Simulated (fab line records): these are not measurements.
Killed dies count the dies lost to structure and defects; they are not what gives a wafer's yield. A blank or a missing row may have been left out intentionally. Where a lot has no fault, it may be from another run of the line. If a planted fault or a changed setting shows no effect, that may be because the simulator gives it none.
fab line records ; flow sky130
record lots=6; wafers=18; last-day=50
route steps=708 shown VT_ADJUST_HVTP@91 VT_ADJUST_LVTN@97 PAD_OPEN@708
lots that met no fault: from a run of the same line without faults
start-h: hours from the record's first day to the start of the lot's first wafer shown ; wait-h: hours elapsed since this lot's preceding step ; " identical to the entry in the row above ; L1.1+2: one row covering several wafers at once ; - value missing, or start not given ; * or withheld: withheld ; < > ~ a bound
route shown NAME@n: names a module that has steps shown in the file, with the first one's number in the route ; usual: mean/standard deviation of fault-free wafers ; same: alike in all rows ; chamber/n: place in a boat ; sites: readings site by site ; _std_site: the values' standard deviation ; _edge_site: the outer-site mean with the inner-site mean subtracted ; radius-mm: how far each site lies from the wafer's centre ; mask NAME#n: copy n ; behind: the most recent tool/chamber to have shaped the wafer ; hold: the reason the lot was held/the length of the hold in hours/how it ended ; device: which transistor (n, p or np) failed to switch ; end of line: the tests these same wafers got at the end of their route ; for a step that has no rows: nothing shown but its recipe ; killed: dies lost to structure and defects at the first sort, not the wafer's yield ; map: per-die view of a wafer (x killed, . not killed, _ where there is no die)
set.NAME: the setting as run; set.NAME@STEP: as run at that earlier step ; model.NAME: the simulator's own value behind a step, which no gauge read
lots at some steps of the route; a table a step, a row a wafer
services: a tool's chamber out of use, with start hour (start-h, from the record's first day; less than 0 if before it), hours out, and reason
## steps
# step SKY_VT_ADJUST_HVTP_DEVELOP_06
# recipe resist=NOVOLAK; developer=TMAH; develop-time-s=60; dev-temp-c=23
# step SKY_VT_ADJUST_HVTP_CD_MEAS_07
# recipe target-cd-nm=380
# usual cd-nm=380.0/2.6
lot.wafer;tool;chamber;start-h;wait-h;cd-nm
L163.1;cd-sem-02;-;149.28;0.1;381.1
L163.4;cd-sem-02;-;149.28;0.1;381.5
L163.6;cd-sem-02;-;149.28;0.1;381.4
L168.3;cd-sem-01;-;180.57;0.1;377.7
L168.4;cd-sem-01;-;180.57;0.1;378.2
L168.5;cd-sem-01;-;180.57;0.1;379.2
L169.1;cd-sem-01;-;182.91;0.1;376.8
L169.2;cd-sem-01;-;182.91;0.1;377.2
L169.5;cd-sem-01;-;182.91;0.1;376.7
L173.3;cd-sem-02;-;213.00;0.1;383.8
L173.4;cd-sem-02;-;213.00;0.1;386.0
L173.5;cd-sem-02;-;213.00;0.1;385.9
L176.1;cd-sem-02;-;228.86;0.1;381.1
L176.3;cd-sem-02;-;228.86;0.1;382.2
L176.6;cd-sem-02;-;228.86;0.1;379.8
L182.1;cd-sem-02;-;274.83;0.1;376.3
L182.3;cd-sem-02;-;274.83;0.1;376.8
L182.4;cd-sem-02;-;274.83;0.1;377.4
# step SKY_VT_ADJUST_HVTP_OVL_MEAS_08
# usual VT_ADJUST_HVTP_OVL=0.0/1.4
lot.wafer;tool;chamber;start-h;wait-h;VT_ADJUST_HVTP_OVL[nm]
L163.1;overlay-02;-;149.40;0.1;1.9
L163.4;overlay-02;-;149.40;0.1;0.1
L163.6;overlay-02;-;149.40;0.1;0.4
L168.3;overlay-01;-;180.66;0.1;0.4
L168.4;overlay-01;-;180.66;0.1;1.5
L168.5;overlay-01;-;180.66;0.1;-0.1
L169.1;overlay-01;-;183.03;0.1;2.6
L169.2;overlay-01;-;183.03;0.1;1.5
L169.5;overlay-01;-;183.03;0.1;1.6
L173.3;overlay-01;-;213.10;0.1;0.4
L173.4;overlay-01;-;213.10;0.1;-0.1
L173.5;overlay-01;-;213.10;0.1;0.9
L176.1;overlay-01;-;228.98;0.1;0.3
L176.3;overlay-01;-;228.98;0.1;0.0
L176.6;overlay-01;-;228.98;0.1;1.5
L182.1;overlay-02;-;274.95;0.1;0.5
L182.3;overlay-02;-;274.95;0.1;-1.3
L182.4;overlay-02;-;274.95;0.1;-2.9
# step SKY_VT_ADJUST_HVTP_IMPLANT_09
# recipe species=As; energy-kev=150; dose-cm2=4.3e+12; tilt-deg=withheld
# step SKY_VT_ADJUST_HVTP_STRIP_10
# recipe chemistry=O2/N2; power-w=1400; pressure-mtorr=1500; platen-temp-c=withheld; o2-flow-sccm=3000; n2-flow-sccm=300; overash-fraction=0.5
# usual drypump-motor-current-A=5.4/0.35; n2-flow-sccm=299.9/0.93; oes-product-au=0.716/0.0043; strip-time-to-endpoint-s=14.20/0.04
lot.wafer;tool;chamber;start-h;wait-h;drypump-motor-current-A;n2-flow-sccm;oes-product-au;rf-hours-counter-h;strip-time-to-endpoint-s
L163.1;plasma-asher-01;1;149.59;0.1;4.9;300.5;0.723;47;14.18
L163.4;plasma-asher-01;1;149.59;0.1;4.9;300.2;0.719;-;14.20
L163.6;plasma-asher-01;0;149.59;0.1;5.7;301.1;0.718;-;14.25
L168.3;plasma-asher-03;0;180.87;0.1;5.3;299.5;0.717;-;14.21
L168.4;plasma-asher-03;1;180.87;0.1;5.9;300.8;0.717;-;14.21
L168.5;plasma-asher-03;0;180.87;0.1;5.3;299.3;0.715;-;14.24
L169.1;plasma-asher-01;1;183.22;0.1;4.9;298.7;0.711;50;14.24
L169.2;plasma-asher-01;0;183.22;0.1;5.7;301.2;0.713;50;14.23
L169.5;plasma-asher-01;0;183.22;0.1;5.7;301.2;0.717;-;14.26
L173.3;plasma-asher-02;1;213.30;0.1;5.4;299.3;0.715;-;14.21
L173.4;plasma-asher-02;0;213.30;0.1;5.1;299.4;0.722;-;14.20
L173.5;plasma-asher-02;0;213.30;0.1;5.1;301.0;0.709;-;14.19
L176.1;plasma-asher-03;0;229.17;0.1;5.3;300.3;0.724;11;14.20
L176.3;plasma-asher-03;0;229.17;0.1;5.3;300.3;0.710;-;14.24
L176.6;plasma-asher-03;1;229.17;0.1;5.9;299.6;0.710;-;14.22
L182.1;plasma-asher-01;1;275.14;0.1;5.0;301.3;0.716;58;14.16
L182.3;plasma-asher-01;0;275.14;0.1;5.7;299.8;0.724;-;14.16
L182.4;plasma-asher-01;1;275.14;0.1;5.0;301.6;0.715;-;14.19
# step SKY_VT_ADJUST_HVTP_TW_MEAS_11
# usual VT_ADJUST_HVTP_TW=1368/13
lot.wafer;tool;chamber;start-h;wait-h;VT_ADJUST_HVTP_TW
L163.1;film-metro-03;-;149.69;0.1;1354
L163.4;film-metro-03;-;149.69;0.1;1362
L163.6;film-metro-03;-;149.69;0.1;1371
L168.3;film-metro-03;-;180.96;0.1;1359
L168.4;film-metro-03;-;180.96;0.1;1353
L168.5;film-metro-03;-;180.96;0.1;1362
L169.1;film-metro-01;-;183.32;0.1;1392
L169.2;film-metro-01;-;183.32;0.1;1392
L169.5;film-metro-01;-;183.32;0.1;1385
L173.3;film-metro-03;-;213.39;0.1;1350
L173.4;film-metro-03;-;213.39;0.1;1357
L173.5;film-metro-03;-;213.39;0.1;1352
L176.1;film-metro-03;-;229.27;0.1;1354
L176.3;film-metro-03;-;229.27;0.1;1350
L176.6;film-metro-03;-;229.27;0.1;1354
L182.1;film-metro-01;-;275.24;0.1;1389
L182.3;film-metro-01;-;275.24;0.1;1400
L182.4;film-metro-01;-;275.24;0.1;1392
# step SKY_VT_ADJUST_LVTN_DEHYDRATE_00
# recipe temp-c=200; time-s=60
# step SKY_VT_ADJUST_LVTN_HMDS_01
# recipe prime-time-s=60; prime-temp-c=120
# step SKY_VT_ADJUST_LVTN_COAT_02
# recipe spin-rpm=2000; resist-thk-nm=3000
# step SKY_VT_ADJUST_LVTN_SOFTBAKE_03
# recipe temp-c=110; time-s=withheld
# step SKY_VT_ADJUST_LVTN_EXPOSE_04
# recipe mask-id=NWM_COMPLEMENT_LESS_NATIVE; na=0.6; source-shape=conventional; sigma-outer=0.6; polarization=unpolarized; target-cd-nm=840; dose-mj=194
# step SKY_VT_ADJUST_LVTN_PEB_05
# recipe temp-c=115; time-s=withheld
# step SKY_VT_ADJUST_LVTN_DEVELOP_06
# recipe wall-angle-deg=90; developer=TMAH; develop-time-s=60; dev-temp-c=23
# usual developer-temp-C=22.99/0.12
lot.wafer;tool;chamber;start-h;wait-h;developer-temp-C
L163.1;litho-track-02;0;168;-;23.08
L163.4;litho-track-02;0;168;-;22.93
L163.6;litho-track-02;0;168;-;23.09
L168.3;litho-track-02;0;202;-;24.00
L168.4;litho-track-02;0;202;-;23.85
L168.5;litho-track-02;0;202;-;23.91
L169.1;litho-track-02;0;204;-;23.67
L169.2;litho-track-02;0;204;-;23.98
L169.5;litho-track-02;0;204;-;23.97
L173.3;litho-track-04;0;235;-;23.21
L173.4;litho-track-04;0;235;-;23.01
L173.5;litho-track-04;0;235;-;23.13
L176.1;litho-track-04;0;251;-;23.06
L176.3;litho-track-04;0;251;-;23.05
L176.6;litho-track-04;0;251;-;23.20
L182.1;litho-track-01;0;301;-;22.73
L182.3;litho-track-01;0;301;-;22.77
L182.4;litho-track-01;0;301;-;22.82
# step SKY_VT_ADJUST_LVTN_OVL_MEAS_07
# usual VT_ADJUST_LVTN_OVL=-0.2/1.6
lot.wafer;tool;chamber;start-h;wait-h;VT_ADJUST_LVTN_OVL[nm]
L163.1;overlay-02;-;168.90;-;-1.0
L163.4;overlay-02;-;168.90;-;-0.5
L163.6;overlay-02;-;168.90;-;-0.4
L168.3;overlay-01;-;202.31;-;3.0
L168.4;overlay-01;-;202.31;-;2.8
L168.5;overlay-01;-;202.31;-;3.3
L169.1;overlay-01;-;204.85;-;-0.3
L169.2;overlay-01;-;204.85;-;1.3
L169.5;overlay-01;-;204.85;-;0.7
L173.3;overlay-01;-;235.60;-;1.6
L173.4;overlay-01;-;235.60;-;2.2
L173.5;overlay-01;-;235.60;-;2.7
L176.1;overlay-01;-;251.99;-;0.2
L176.3;overlay-01;-;251.99;-;0.3
L176.6;overlay-01;-;251.99;-;-2.1
L182.1;overlay-01;-;301.23;-;-0.8
L182.3;overlay-01;-;301.23;-;-0.4
L182.4;overlay-01;-;301.23;-;-1.4
# step SKY_PAD_OPEN_PROBE_99
# usual killed_at_M0_to_M3=44/7.4; killed_at_M4_up=3.2/2; killed-at-contacts=24/5.1; killed-at-front-end=15/4.8; killed-at-other=0.2/0.46; killed-dies=86/10; killed-open=47/7.5; killed-short=39/7
# same gross-dies=492; killed-at-back-side=0
lot.wafer;tool;chamber;start-h;wait-h;killed_at_M0_to_M3;killed_at_M4_up;killed-at-contacts;killed-at-front-end;killed-at-other;killed-dies;killed-open;killed-short
L169.1;prober-02;-;1135.42;0.1;50;3;27;23;1;104;64;40
L169.2;prober-02;-;1135.47;0.1;44;4;35;8;1;92;55;37
L169.5;prober-02;-;1135.62;0.2;39;1;25;11;0;76;34;42
L168.3;prober-01;-;1135.83;0.2;30;2;21;15;0;68;41;27
L168.4;prober-01;-;1135.88;0.2;48;4;24;17;0;93;49;44
L168.5;prober-01;-;1135.93;0.2;59;1;19;24;0;103;56;47
# killed by level:class
L169.1 VIA1:geometric-particle:open=15 CONTACT:geometric-particle:open=10 LI_CONTACT:geometric-particle:open=10 VIA2:geometric-particle:open=8 VIA1:geometric-particle:short=7 FIELD_ISO:geometric-particle:short=4 FIELD_ISO:geometric-particle:open=4 POLY_GATE:geometric-particle:short=4
L169.2 CONTACT:geometric-particle:open=12 VIA1:geometric-particle:open=11 VIA3:geometric-particle:open=9 METAL2:geometric-particle:short=9 LI_CONTACT:geometric-particle:open=7 LOCAL_INTERCONNECT:geometric-particle:short=6 CONTACT:geometric-particle:short=6 METAL1:geometric-particle:short=5
L169.5 LOCAL_INTERCONNECT:geometric-particle:short=7 CONTACT:geometric-particle:open=7 FIELD_ISO:geometric-particle:short=6 VIA2:geometric-particle:open=6 LI_CONTACT:geometric-particle:open=5 METAL2:geometric-particle:short=5 VIA3:geometric-particle:open=5 METAL1:geometric-particle:short=4
L168.3 CONTACT:geometric-particle:open=11 FIELD_ISO:geometric-particle:open=7 VIA1:geometric-particle:open=6 VIA2:geometric-particle:open=5 LI_CONTACT:geometric-particle:open=4 FIELD_ISO:geometric-particle:short=3 LOCAL_INTERCONNECT:geometric-particle:short=3 CONTACT:geometric-particle:short=3
L168.4 CONTACT:geometric-particle:open=13 VIA1:geometric-particle:open=11 FIELD_ISO:geometric-particle:short=7 VIA3:geometric-particle:open=7 VIA1:geometric-particle:short=7 METAL2:geometric-particle:short=7 LOCAL_INTERCONNECT:geometric-particle:short=5 FIELD_ISO:geometric-particle:open=3
L168.5 VIA1:geometric-particle:open=14 CONTACT:geometric-particle:open=10 VIA1:geometric-particle:short=10 METAL1:geometric-particle:short=7 FIELD_ISO:geometric-particle:open=6 VIA2:geometric-particle:open=6 VIA3:geometric-particle:open=6 FIELD_ISO:geometric-particle:short=5
## services
tool;chamber;start-h;hours;kind
plasma-asher-01;-;137.26;1.7;repair
plasma-asher-01;-;244.93;0.5;repair
plasma-asher-01;-;252.68;9.1;repair
plasma-asher-03;-;279.11;2.8;pm
plasma-asher-02;-;295.69;2.2;repair
## key
first-sign step=SKY_VT_ADJUST_LVTN_DEVELOP_06; reading=developer-temp-C; direction=up; sigmas=7.5; usual=*; struck=*
effect none on later readings
met-at SKY_VT_ADJUST_LVTN_DEVELOP_06
struck-wafers L168.3,L168.4,L168.5,L169.1,L169.2,L169.5
tester-left-out L168,L169
onset-between 168 202
fault kind=process-parameter-drift; tool=litho-track-02; chamber=-; onset-h=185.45; steps=SKY_VT_ADJUST_LVTN_DEVELOP_06; channel=dev-temp-c; offset=*; shape=step; end-h=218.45; acts-in=*; stated=*
# tester-left-out: of these lots the tester's yield and bins aren't shown, on N5 and GAA mostly nor the transistor test; their killed dies are dies lost to structure and defects alone, not to doping, threshold or leakage, so they don't give the yield
